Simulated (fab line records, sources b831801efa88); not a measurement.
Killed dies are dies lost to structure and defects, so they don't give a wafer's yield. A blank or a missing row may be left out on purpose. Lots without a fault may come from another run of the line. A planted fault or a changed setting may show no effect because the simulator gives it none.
Chamber matching | flow sky130 | SKY_VIA3_CMP_24 on cmp-01: 4 sister chambers
The step polishes, stops on SiO2, t overpolish 20 s, target thk 0 nm. 4 wafers are shown with their chamber, then 12 later ones without.

WAFERS WITH THEIR CHAMBER
wafer  | chamber | motor_current_A (A)
L085.3 | 2       | 12.4
L085.6 | 3       | 11.3
L089.1 | 0       | 10.2
L089.6 | 1       | 11.0

WAFERS WITHOUT THEIR CHAMBER
wafer  | motor_current_A (A)
L091.2 | 10.4
L091.4 | 13.2
L091.5 | 10.7
L093.1 | 13.2
L093.4 | 10.7
L093.5 | 10.3
L095.1 | 10.6
L095.2 | 11.7
L095.3 | 10.3
L097.2 | 11.3
L097.5 | 9.8
L097.6 | 10.1

WHICH CHAMBER EACH WENT THROUGH
wafer  | from the rows above          | in truth
L091.2 | can't be placed: 0 or 1 or 3 | 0
L091.4 | 2                            | 2
L091.5 | can't be placed: 1 or 0 or 3 | 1
L093.1 | 2                            | 2
L093.4 | can't be placed: 1 or 0 or 3 | 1
L093.5 | can't be placed: 0 or 1      | 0
L095.1 | can't be placed: 0 or 1 or 3 | 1
L095.2 | can't be placed: 3 or 1 or 2 | 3
L095.3 | can't be placed: 0 or 1      | 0
L097.2 | can't be placed: 3 or 1      | 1
L097.5 | can't be placed: 0 or 1      | 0
L097.6 | can't be placed: 0 or 1      | 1
Placed correctly: 2 of 12. Can't be placed from these rows: 10 (the true chamber is among the candidates in 10). Placed wrongly: 0.
How it was worked out, from the rows above alone: a wafer's distance from a chamber is the root of the sum, over the readings, of the square of ((its reading less the chamber's mean) divided by the reading's scatter). The wafer belongs to the nearest chamber; if the next one is less than 2 further off, it can't be placed. A chamber's mean is the mean of its shown wafers. The scatter: with one shown wafer a chamber, the root of the mean of the squares of how far each hidden wafer lies from its nearest shown one.
